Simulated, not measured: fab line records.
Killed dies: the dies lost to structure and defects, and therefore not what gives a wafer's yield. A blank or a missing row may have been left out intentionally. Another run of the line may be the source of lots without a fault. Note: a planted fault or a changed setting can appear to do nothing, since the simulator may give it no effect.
Struck lot and sound lot, side by side + flow sky130 + 20 steps out of a route of 708
Sound: these wafers, L278.4, L278.5, L278.6. Struck: wafers L289.1, L289.5. (L289.6 of the same lot was not struck and is left out.) The cause comes at the end.
Per side, at each step with rows, come the tool, then ch with its chambers, and then its first start. Under that, the readings that differ: sound wafers + struck wafers + difference of the means + sigmas: that difference in standard deviations of wafers without a fault.
alike: same words and numbers on both sides, and readings whose means sit less than 2 such deviations apart. not compared: any withheld reading, any reading some wafer has no value for, any bound like >300 that may hide the same value, and any number with overlapping values for which the record gives no deviation.
A row with sigmas, a row that says differs or no value, or rows on one side alone: a step with any of these is where the two part. When numbers do not overlap yet have no deviation, they are printed without sigmas and do not part them. A reading that every wafer of one side lacks parts them only if that side has two wafers or more.

first, 4 steps without rows for these wafers: SKY_METAL1_STRIP_21 (strips in post etch residue remover, time 1200 s); SKY_METAL1_CLEAN_22 (cleans in IPA, time 180 s); SKY_METAL1_CLEAN_23 (cleans in O3/DIW); SKY_VIA1_HDPCVD_00 (deposits SiO2, target thk 1030 nm, time 171.7 s).
SKY_VIA1_THK_MEAS_01:
  sound on film metro-03 at day 33 22:11; struck on film metro-01 at day 37 13:46
  alike: VIA1_HDPCVD_THK
SKY_VIA1_CMP_02: polishes SiO2.
  sound on cmp-01 ch 2,3, day 33 22:16; struck on cmp-02 ch 3, day 37 13:52
  alike: head pressure psi, motor current A, slurry filter dp kPa
SKY_VIA1_BOW_MEAS_03:
  sound on film metro-03 at day 33 22:35; struck on film metro-04 at day 37 14:07
  alike: VIA1_BOW
then, 5 steps without rows for these wafers: SKY_VIA1_DEHYDRATE_04 (time 60 s); SKY_VIA1_HMDS_05 (prime time 60 s); SKY_VIA1_COAT_06 (resist thk 60 nm); SKY_VIA1_COAT_07 (resist thk 450 nm); SKY_VIA1_SOFTBAKE_08 (time 90 s).
SKY_VIA1_EXPOSE_09: exposes mask VIM, target cd 150 nm.
  sound on krf scanner-02 ch 0, day 34 11:51; struck on krf scanner-01 ch 0, day 38 02:37
  alike: mask, reticle temp C, stage vel mm s
then, 2 steps without rows for these wafers: SKY_VIA1_PEB_10; SKY_VIA1_DEVELOP_11 (develop time 60 s).
SKY_VIA1_CD_MEAS_12: the cd target is 150 nm.
  sound on cd sem-01 at day 35 01:03; struck on cd sem-01 at day 38 15:24
| reading    | sound             | struck    | difference | sigmas |
|------------|-------------------|-----------|------------|--------|
| cd nm (nm) | 149.0 149.4 147.3 | 36.6 37.9 | -111.3     | -74    |
SKY_VIA1_OVL_MEAS_13:
  sound on overlay-01 at day 35 01:08; struck on overlay-02 at day 38 15:31
  alike: VIA1_OVL
SKY_VIA1_ETCH_14: etches BARC in N2/H2, stops on SiO2, time 45.9 s, target depth 60 nm.
  sound on rie diel-02 ch 1,2,3, day 35 01:10; struck on rie diel-04 ch 0,2, day 38 15:33
| reading               | sound             | struck      | difference | sigmas |
|-----------------------|-------------------|-------------|------------|--------|
| model.VIA1.cd nm (nm) | 149.9 150.4 147.9 | 36.96 38.43 | -111.71    |        |
  alike: drypump motor current A, h2 flow sccm, oes product au, rf fwd power W, throttle valve pct
  not compared: rf hours counter h
SKY_VIA1_ETCH_15: etches SiO2 in C4F8/O2/Ar, stops on TiN, target depth 351 nm, time 54 s.
  sound on rie diel-02 ch 1,2,3, day 35 01:13; struck on rie diel-04 ch 0,2, day 38 15:36
  alike: oes product au, rf fwd power W
  not compared: rf hours counter h
-- the record jumps here: 11 days lie between the struck wafers' starts before and after (it left off in module VIA1 and takes up again in module PAD_OPEN, whose first step shown is number 708 of the route) --
SKY_PAD_OPEN_PROBE_99:
  record: rows for the struck wafers here (prober-02, day 49 07:44), none for the sound ones

## WHERE THEY PART
Earliest at SKY_VIA1_CD_MEAS_12; latest, in this record, at SKY_PAD_OPEN_PROBE_99.

WHY: whatever the simulator had introduced
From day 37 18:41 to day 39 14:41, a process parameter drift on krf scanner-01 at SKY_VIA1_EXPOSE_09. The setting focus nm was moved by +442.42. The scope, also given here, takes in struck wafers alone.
